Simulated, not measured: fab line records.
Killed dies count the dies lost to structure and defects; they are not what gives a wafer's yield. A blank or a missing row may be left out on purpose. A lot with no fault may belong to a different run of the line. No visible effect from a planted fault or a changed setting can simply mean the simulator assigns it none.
Which of the tools did it? | flow sky130 | 33 wafers from 12 lots sampled at 5 of the route's 708 steps

== WHAT EACH GAUGE READ, for each wafer ==
SKY_VIA1_THK_MEAS_01. Usual: VIA1_HDPCVD_THK 1033 nm, standard deviation 9.3.
lot  | measured     | on            | VIA1_HDPCVD_THK (nm) | flag
L182 | day 34 12:14 | film-metro-01 | 1037 1045 1031       |
L183 | day 34 19:04 | film-metro-01 | 1038 1030 1025       |
L181 | day 34 19:44 | film-metro-04 | 1010 1031 1021       |
L184 | day 34 22:08 | film-metro-02 | 1028 1036 1034       |
L187 | day 35 06:04 | film-metro-02 | 1046 1038 1059       |
L190 | day 36 05:55 | film-metro-02 | 1028 887             | OFF
L192 | day 36 16:01 | film-metro-04 | 886                  | OFF
L194 | day 37 07:16 | film-metro-01 | 1035 1040 1033       |
L195 | day 37 12:08 | film-metro-04 | 1034 1033 1035       |
L196 | day 37 21:37 | film-metro-01 | 1043 1034 1044       |
L198 | day 38 12:00 | film-metro-02 | 1040 1043 1039       |
L202 | day 39 19:07 | film-metro-01 | 1026 1043 1039       |

== WHAT TOOL EACH LOT RAN ON (gives the tool, then ch and the chambers of the sampled wafers, and finally the start) ==
lot  | SKY_CONTACT_CMP_04            | SKY_METAL1_SPUTTER_01        | SKY_METAL1_SPUTTER_03        | SKY_VIA1_HDPCVD_00
L182 | cmp-01 ch 1,2, day 32 04:01   | pvd-sputter-04, day 33 08:07 | pvd-sputter-04, day 33 08:10 | hdpcvd-02 ch 0,2, day 34 12:06
L183 | cmp-01 ch 0,2, day 32 10:07   | pvd-sputter-01, day 33 15:20 | pvd-sputter-01, day 33 15:23 | hdpcvd-02 ch 1,2, day 34 18:58
L181 | cmp-01 ch 1,2, day 32 10:28   | pvd-sputter-04, day 33 15:31 | pvd-sputter-04, day 33 15:34 | hdpcvd-01 ch 0,1, day 34 19:38
L184 | cmp-02 ch 0,1,2, day 32 13:47 | pvd-sputter-04, day 33 17:58 | pvd-sputter-04, day 33 18:01 | hdpcvd-01 ch 0,1,2, day 34 22:01
L187 | cmp-02 ch 1,2, day 32 21:50   | pvd-sputter-01, day 34 02:11 | pvd-sputter-01, day 34 02:14 | hdpcvd-02 ch 0,1, day 35 05:56
L190 | cmp-02 ch 1, day 33 23:02     | pvd-sputter-01, day 35 03:31 | pvd-sputter-01, day 35 03:34 | hdpcvd-02 ch 0,2, day 36 05:48
L192 | cmp-02 ch 3, day 34 07:53     | pvd-sputter-01, day 35 12:15 | pvd-sputter-01, day 35 12:18 | hdpcvd-02 ch 0, day 36 15:53
L194 | cmp-02 ch 0,1,2, day 34 23:49 | pvd-sputter-02, day 36 04:34 | pvd-sputter-02, day 36 04:37 | hdpcvd-01 ch 0,2, day 37 07:08
L195 | cmp-01 ch 0,3, day 35 05:43   | pvd-sputter-02, day 36 09:35 | pvd-sputter-02, day 36 09:38 | hdpcvd-01 ch 0,1,2, day 37 12:01
L196 | cmp-02 ch 0,1,3, day 35 14:21 | pvd-sputter-04, day 36 18:03 | pvd-sputter-04, day 36 18:06 | hdpcvd-01 ch 0,1,2, day 37 21:31
L198 | cmp-02 ch 0,2,3, day 36 05:02 | pvd-sputter-04, day 37 09:31 | pvd-sputter-04, day 37 09:34 | hdpcvd-01 ch 0,1,2, day 38 11:51
L202 | cmp-02 ch 0,1, day 37 13:44   | pvd-sputter-02, day 38 16:57 | pvd-sputter-02, day 38 17:00 | hdpcvd-01 ch 0,1, day 39 18:58
- SKY_CONTACT_CMP_04: polishes SiO2.
- SKY_METAL1_SPUTTER_01: material TiN, target thk 20 nm, time 16.7 s.
- SKY_METAL1_SPUTTER_03: material Ti, target thk 5 nm, time 3.3 s.
- SKY_VIA1_HDPCVD_00: deposits SiO2, target thk 1030 nm, time 171.7 s.

== WHAT THE TOOLS THEMSELVES READ (means of the sampled wafers that have a number; where no wafer has one, the mark that the record gives instead) ==
SKY_CONTACT_CMP_04. Usual: motor-current-A 12.0 A, standard deviation 0.91; time-to-endpoint-s 84 s, standard deviation 5.2.
lot  | tool   | motor-current-A (A) | time-to-endpoint-s (s) | flag
L182 | cmp-01 | 11.2                | 87                     |
L183 | cmp-01 | 12.7                | 81                     |
L181 | cmp-01 | 11.4                | 88                     |
L184 | cmp-02 | 12.4                | 77                     |
L187 | cmp-02 | 12.0                | 79                     |
L190 | cmp-02 | 12.6                | 74                     |
L192 | cmp-02 | 12.7                | 76                     |
L194 | cmp-02 | 12.2                | 80                     |
L195 | cmp-01 | 11.5                | 91                     |
L196 | cmp-02 | 12.4                | 78                     |
L198 | cmp-02 | 12.5                | 83                     |
L202 | cmp-02 | 12.6                | 86                     |

SKY_METAL1_SPUTTER_01. Usual: chamber-pressure-pa 0.4001 Pa, standard deviation 0.00087; throttle-valve-pct 30.3 %, standard deviation 1.2.
lot  | tool           | chamber-pressure-pa (Pa) | throttle-valve-pct (%) | flag
L182 | pvd-sputter-04 | 0.3999                   | 30.5                   |
L183 | pvd-sputter-01 | 0.3993                   | 31.5                   |
L181 | pvd-sputter-04 | 0.4000                   | 29.5                   |
L184 | pvd-sputter-04 | 0.3998                   | 29.6                   |
L187 | pvd-sputter-01 | 0.4000                   | 31.0                   |
L190 | pvd-sputter-01 | 0.3994                   | 30.8                   |
L192 | pvd-sputter-01 | 0.4009                   | 31.8                   |
L194 | pvd-sputter-02 | 0.4007                   | 30.2                   |
L195 | pvd-sputter-02 | 0.3997                   | 30.6                   |
L196 | pvd-sputter-04 | 0.4004                   | 29.3                   |
L198 | pvd-sputter-04 | 0.3989                   | 29.7                   |
L202 | pvd-sputter-02 | 0.4000                   | 30.4                   |

SKY_METAL1_SPUTTER_03. Usual: chamber-pressure-pa 0.3999 Pa, standard deviation 0.00067; throttle-valve-pct 30.3 %, standard deviation 1.2.
lot  | tool           | chamber-pressure-pa (Pa) | throttle-valve-pct (%) | flag
L182 | pvd-sputter-04 | 0.4002                   | 30.4                   |
L183 | pvd-sputter-01 | 0.4002                   | 31.5                   |
L181 | pvd-sputter-04 | 0.4003                   | 29.5                   |
L184 | pvd-sputter-04 | 0.4002                   | 29.6                   |
L187 | pvd-sputter-01 | 0.3991                   | 31.1                   |
L190 | pvd-sputter-01 | 0.3994                   | 30.6                   |
L192 | pvd-sputter-01 | 0.3992                   | 31.8                   |
L194 | pvd-sputter-02 | 0.3996                   | 30.1                   |
L195 | pvd-sputter-02 | 0.4001                   | 30.6                   |
L196 | pvd-sputter-04 | 0.4002                   | 29.4                   |
L198 | pvd-sputter-04 | 0.4006                   | 29.6                   |
L202 | pvd-sputter-02 | 0.3995                   | 30.2                   |

SKY_VIA1_HDPCVD_00. Usual: sih4-flow-sccm at 60.00 sccm, with a standard deviation of 0.17.
lot  | tool      | sih4-flow-sccm (sccm) | flag
L182 | hdpcvd-02 | 59.92                 |
L183 | hdpcvd-02 | 60.12                 |
L181 | hdpcvd-01 | 59.89                 |
L184 | hdpcvd-01 | 59.93                 |
L187 | hdpcvd-02 | 60.02                 |
L190 | hdpcvd-02 | 55.36                 | OFF
L192 | hdpcvd-02 | 50.85                 | OFF
L194 | hdpcvd-01 | 59.90                 |
L195 | hdpcvd-01 | 59.91                 |
L196 | hdpcvd-01 | 60.22                 |
L198 | hdpcvd-01 | 60.13                 |
L202 | hdpcvd-01 | 60.11                 |

== THE ANSWER, worked out from the rows above alone ==
Rule: take the mean of a lot's wafers that have a number; if it is more than 3 standard deviations from the usual mean, the lot is off. A lot without any number at a reading at which 4 lots or more have one is off too. All remaining lots with rows at the step are treated as sound. After the gauges, taken in route order, come the tools' own readings; for these a lot's mean is taken, as printed above. The first step at which some lot is off is used, and at that step the reading that is off furthest; a lot without a number counts as furthest.
Off: L190, L192, seen at SKY_VIA1_THK_MEAS_01 (VIA1_HDPCVD_THK).
A tool fits if, at a process step before that reading, it ran every lot that is off, and no sound lot after the first of them. Not tried: the gauges at SKY_VIA1_THK_MEAS_01; whatever is off there is also off at SKY_VIA1_HDPCVD_00, on other tools, and gauge error can't account for it. This does not decide it: 2 tools fit, namely pvd-sputter-01 at SKY_METAL1_SPUTTER_01 and SKY_METAL1_SPUTTER_03 and hdpcvd-02 at SKY_VIA1_HDPCVD_00.

== WHAT HAD BEEN PUT IN BY THE SIMULATOR ==
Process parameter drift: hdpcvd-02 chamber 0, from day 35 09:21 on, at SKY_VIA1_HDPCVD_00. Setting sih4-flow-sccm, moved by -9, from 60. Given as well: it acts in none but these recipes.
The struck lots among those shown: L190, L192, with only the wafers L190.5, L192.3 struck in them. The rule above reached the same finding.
